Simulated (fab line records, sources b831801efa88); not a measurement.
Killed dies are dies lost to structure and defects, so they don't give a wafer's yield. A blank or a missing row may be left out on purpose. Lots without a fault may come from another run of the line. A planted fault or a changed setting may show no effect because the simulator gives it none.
A struck lot beside a sound one | flow gf180mcu | 15 steps out of a route of 602
Sound: wafers L372.1, L372.3, L372.6. Struck: wafers L366.3, L366.5, L366.6. The cause comes at the end.
At each step with rows: each side's tool, then ch and its chambers, then its first start. Under that, the readings that differ: sound wafers | struck wafers | difference of the means | sigmas: that difference in standard deviations of wafers without a fault.
alike: readings whose means differ by less than 2 such deviations, and words and numbers that are the same on both sides. not compared: withheld readings, readings that some wafer has no value for, bounds like >300 that may hide the same value, and numbers for which the record gives no deviation and whose values overlap.
The two part at a step that has a row with sigmas, a row that says differs or no value, or rows on one side only. Numbers that don't overlap but have no deviation are shown without sigmas and don't part them. A reading that every wafer of one side lacks parts them only if that side has two wafers or more.

GF_LVPWELL_STRIP_10: strips in O2/N2.
  sound on plasma_asher-01 ch 0, day 7 22:22; struck on plasma_asher-03 ch 0,1, day 6 20:58
  alike: drypump_motor_current_A, heater_power_w, oes_product_au, overash_fraction, platen_temp_c, strip_time_to_endpoint_s
  not compared: rf_hours_counter_h
GF_LVPWELL_TW_MEAS_11:
  sound on film_metro-03, day 7 22:28; struck on film_metro-03, day 6 21:02
  alike: LVPWELL_TW
then, 7 steps without rows for these wafers: GF_MVSD_DEHYDRATE_00 (time 60 s); GF_MVSD_HMDS_01 (prime time 60 s); GF_MVSD_COAT_02 (resist thk 3000 nm); GF_MVSD_SOFTBAKE_03; GF_MVSD_EXPOSE_04 (exposes mask MVSD, target cd 1000 nm); GF_MVSD_PEB_05; GF_MVSD_DEVELOP_06 (develop time 60 s).
GF_MVSD_OVL_MEAS_07:
  sound on overlay-01, day 8 13:52; struck on overlay-01, day 7 11:48
  alike: MVSD_OVL
then, 2 steps without rows for these wafers: GF_MVSD_IMPLANT_08; GF_MVSD_IMPLANT_09.
GF_MVSD_STRIP_10: strips in O2/N2.
  sound on plasma_asher-03 ch 0,1, day 8 14:12; struck on plasma_asher-04 ch 0,1, day 7 12:10
  reading                      | sound             | struck            | difference | sigmas
  oes_product_au (a.u.)        | 0.719 0.721 0.718 | 0.787 0.794 0.803 | +0.075     | +18
  overash_fraction             | 0.5 0.5 0.5       | 0.3 0.3 0.3       | -0.2       |
  strip_time_to_endpoint_s (s) | 37.16 37.00 37.13 | 36.82 36.80 37.00 | -0.22      | -2
  alike: drypump_motor_current_A, heater_power_w, platen_temp_c
  not compared: rf_hours_counter_h
GF_MVSD_TW_MEAS_11:
  sound on film_metro-01, day 8 14:18; struck on film_metro-03, day 7 12:14
  alike: MVSD_TW
GF_PASSIVATION_PROBE_99:
  the record has rows for the sound wafers here (prober-02, day 33 17:23) and none for the struck ones

WHERE THEY PART
First at GF_MVSD_STRIP_10; last, within this record, at GF_PASSIVATION_PROBE_99.

WHY: what the simulator had put in
Process parameter drift: plasma_asher-04, from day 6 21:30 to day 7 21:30, at GF_MVSD_STRIP_10. Setting overash_fraction, moved by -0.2, from 0.5. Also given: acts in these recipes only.
